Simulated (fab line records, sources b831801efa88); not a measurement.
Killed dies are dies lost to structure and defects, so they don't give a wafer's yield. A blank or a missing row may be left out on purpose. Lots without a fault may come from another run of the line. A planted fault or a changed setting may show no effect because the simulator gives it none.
A struck lot beside a sound one | flow sky130 | 43 steps out of a route of 708
Sound: wafers L887.1, L887.2, L887.4. Struck: wafers L904.1, L904.4, L904.5. The cause comes at the end.
At each step with rows: each side's tool, then ch and its chambers, then its first start. Under that, the readings that differ: sound wafers | struck wafers | difference of the means | sigmas: that difference in standard deviations of wafers without a fault.
alike: readings whose means differ by less than 2 such deviations, and words and numbers that are the same on both sides. not compared: withheld readings, readings that some wafer has no value for, bounds like >300 that may hide the same value, and numbers for which the record gives no deviation and whose values overlap.
The two part at a step that has a row with sigmas, a row that says differs or no value, or rows on one side only. Numbers that don't overlap but have no deviation are shown without sigmas and don't part them. A reading that every wafer of one side lacks parts them only if that side has two wafers or more.

SKY_CAPM_THK_MEAS_04: measures by xrf.
  sound on film_metro-03, day 38 03:16; struck on film_metro-04, day 42 17:50
  alike: CAPM_TIN_THK
then, 7 steps without rows for these wafers: SKY_CAPM_DEHYDRATE_05 (time 60 s); SKY_CAPM_HMDS_06 (prime time 60 s); SKY_CAPM_COAT_07 (resist thk 1140 nm); SKY_CAPM_SOFTBAKE_08 (time 60 s); SKY_CAPM_EXPOSE_09 (exposes mask CAPM, target cd 1000 nm); SKY_CAPM_PEB_10; SKY_CAPM_DEVELOP_11 (develop time 60 s).
SKY_CAPM_OVL_MEAS_12:
  sound on overlay-01, day 39 05:11; struck on overlay-02, day 43 17:35
  alike: CAPM_OVL
SKY_CAPM_METAL_ETCH_13: etches TiN in Cl2/BCl3, stops on SiO2, target depth 220 nm, time 62.9 s.
  sound on rie_metal-01 ch 0,1, day 39 05:13; struck on rie_metal-04 ch 0,1, day 43 17:38
  reading               | sound             | struck            | difference | sigmas
  bcl3_flow_sccm (sccm) | 30.02 29.96 29.99 | 30.11 30.18 30.19 | +0.17      | +2
  alike: drypump_motor_current_A, oes_product_au, throttle_valve_pct
  not compared: rf_hours_counter_h
then, 2 steps without rows for these wafers: SKY_CAPM_STRIP_14 (strips in O2/N2); SKY_CAPM_STRIP_15 (strips in post etch residue remover, time 1200 s).
SKY_CAPM_CLEAN_16: cleans in IPA, time 180 s.
  sound on wet_bench-04 ch 2, day 39 05:44; struck on wet_bench-04 ch 3, day 43 18:08
then, 9 steps without rows for these wafers: SKY_CAPM_CLEAN_17 (cleans in O3/DIW); SKY_METAL3_DEHYDRATE_05 (time 60 s); SKY_METAL3_HMDS_06 (prime time 60 s); SKY_METAL3_COAT_07 (resist thk 60 nm); SKY_METAL3_COAT_08 (resist thk 1140 nm); SKY_METAL3_SOFTBAKE_09 (time 90 s); SKY_METAL3_EXPOSE_10 (exposes mask MM3, target cd 300 nm); SKY_METAL3_PEB_11; SKY_METAL3_DEVELOP_12 (develop time 60 s).
SKY_METAL3_CD_MEAS_13: target cd 300 nm.
  sound on cd_sem-01, day 40 07:02; struck on cd_sem-01, day 44 17:52
  alike: cd_nm
SKY_METAL3_OVL_MEAS_14:
  sound on overlay-02, day 40 07:10; struck on overlay-01, day 44 17:59
  alike: METAL3_OVL
then, 1 step without rows for these wafers: SKY_METAL3_DESCUM_15 (chemistry O2, time 8 s).
SKY_METAL3_ETCH_16: etches BARC in N2/H2, stops on SiO2, time 88.2 s, target depth 60 nm.
  sound on rie_metal-04 ch 0,1, day 40 07:14; struck on rie_metal-04 ch 0,1, day 44 18:04
  alike: drypump_motor_current_A, n2_flow_sccm, oes_product_au, throttle_valve_pct
  not compared: rf_hours_counter_h
SKY_METAL3_ETCH_17: etches SiO2 in C4F8/O2/Ar, stops on TiN, time 3.9 s, target depth 15 nm.
  sound on rie_diel-03 ch 0,1,3, day 40 07:20; struck on rie_diel-01 ch 2,3, day 44 18:09
  alike: oes_product_au
then, 1 step without rows for these wafers: SKY_METAL3_METAL_ETCH_18 (etches the open film in Cl2/BCl3, stops on SiO2, target depth 845 nm, time 183.1 s).
SKY_METAL3_STRIP_19: strips in O2/N2.
  sound on plasma_asher-02 ch 0,1, day 40 07:42; struck on plasma_asher-04 ch 0,1, day 44 18:21
  alike: drypump_motor_current_A, n2_flow_sccm, oes_product_au, strip_time_to_endpoint_s
  not compared: rf_hours_counter_h
then, 4 steps without rows for these wafers: SKY_METAL3_STRIP_20 (strips in post etch residue remover, time 1200 s); SKY_METAL3_CLEAN_21 (cleans in IPA, time 180 s); SKY_METAL3_CLEAN_22 (cleans in O3/DIW); SKY_VIA3_HDPCVD_00 (deposits SiO2, target thk 1635 nm, time 272.5 s).
SKY_VIA3_THK_MEAS_01:
  sound on film_metro-04, day 40 08:28; struck on film_metro-03, day 44 19:13
  alike: VIA3_HDPCVD_THK
SKY_VIA3_CMP_02: polishes SiO2.
  sound on cmp-01 ch 0,1,2, day 40 08:34; struck on cmp-01 ch 0,1,2, day 44 19:23
  alike: motor_current_A
SKY_VIA3_BOW_MEAS_03:
  sound on film_metro-03, day 40 08:49; struck on film_metro-04, day 44 19:35
  alike: VIA3_BOW
then, 6 steps without rows for these wafers: SKY_VIA3_DEHYDRATE_04 (time 60 s); SKY_VIA3_HMDS_05 (prime time 60 s); SKY_VIA3_COAT_06 (resist thk 60 nm); SKY_VIA3_COAT_07 (resist thk 450 nm); SKY_VIA3_SOFTBAKE_08 (time 90 s); SKY_VIA3_EXPOSE_09 (exposes mask VIM3, target cd 200 nm).
-- the record jumps here: 6 days lie between the struck wafers' starts before and after (it left off in module VIA3 and takes up again in module PAD_OPEN, whose first step shown is number 708 of the route) --
SKY_PAD_OPEN_PROBE_99:
  sound on prober-01, day 47 13:09; struck on prober-02, day 50 22:00
  reading                               | sound             | struck                                                                     | difference                   | sigmas
  hold                                  | - - -             | await_dispo/3.5h/release await_dispo/3.5h/release await_dispo/3.5h/release | no value on the sound wafers |
  defect_limited_yield (%)              | 79.5 82.5 83.3    | 70.7 74.8 75.6                                                             | -8.1                         | -4
  killed_at_other                       | 0 0 1             | 34 40 37                                                                   | +37                          | +52
  killed_dies                           | 101 86 82         | 144 124 120                                                                | +40                          | +4
  sort_bin_3_pad_short (%)              | 1.2 0.6 1.0       | 3.9 3.3 2.8                                                                | +2.4                         | +5
  sort_bin_5_function (%)               | 12.4 10.8 10.6    | 16.9 15.2 14.4                                                             | +4.2                         | +3
  sort_n_pass                           | 391 406 410       | 348 368 372                                                                | -40                          | -4
  sort_yield_pct (%)                    | 79.5 82.5 83.3    | 70.7 74.8 75.6                                                             | -8.1                         | -4
  model.etest.tester.sort_n_pass        | 391 406 410       | 348 368 372                                                                | -40                          |
  model.etest.tester.sort_yield_pct (%) | 79.47 82.52 83.33 | 70.73 74.8 75.61                                                           | -8.06                        |
  model.etest.tester.sort_bin_5_pct (%) | 12.4 10.77 10.57  | 16.87 15.24 14.43                                                          | +4.27                        |
  model.etest.tester.sort_bin_3_pct (%) | 1.22 0.6098 1.016 | 3.862 3.252 2.846                                                          | +2.371                       |
  alike: killed_at_M0_to_M3, killed_at_M4_up, killed_at_contacts, killed_at_front_end, killed_open, killed_short, sort_bin_6_memory

WHERE THEY PART
First at SKY_CAPM_METAL_ETCH_13; last, within this record, at SKY_PAD_OPEN_PROBE_99.

WHY: what the simulator had put in
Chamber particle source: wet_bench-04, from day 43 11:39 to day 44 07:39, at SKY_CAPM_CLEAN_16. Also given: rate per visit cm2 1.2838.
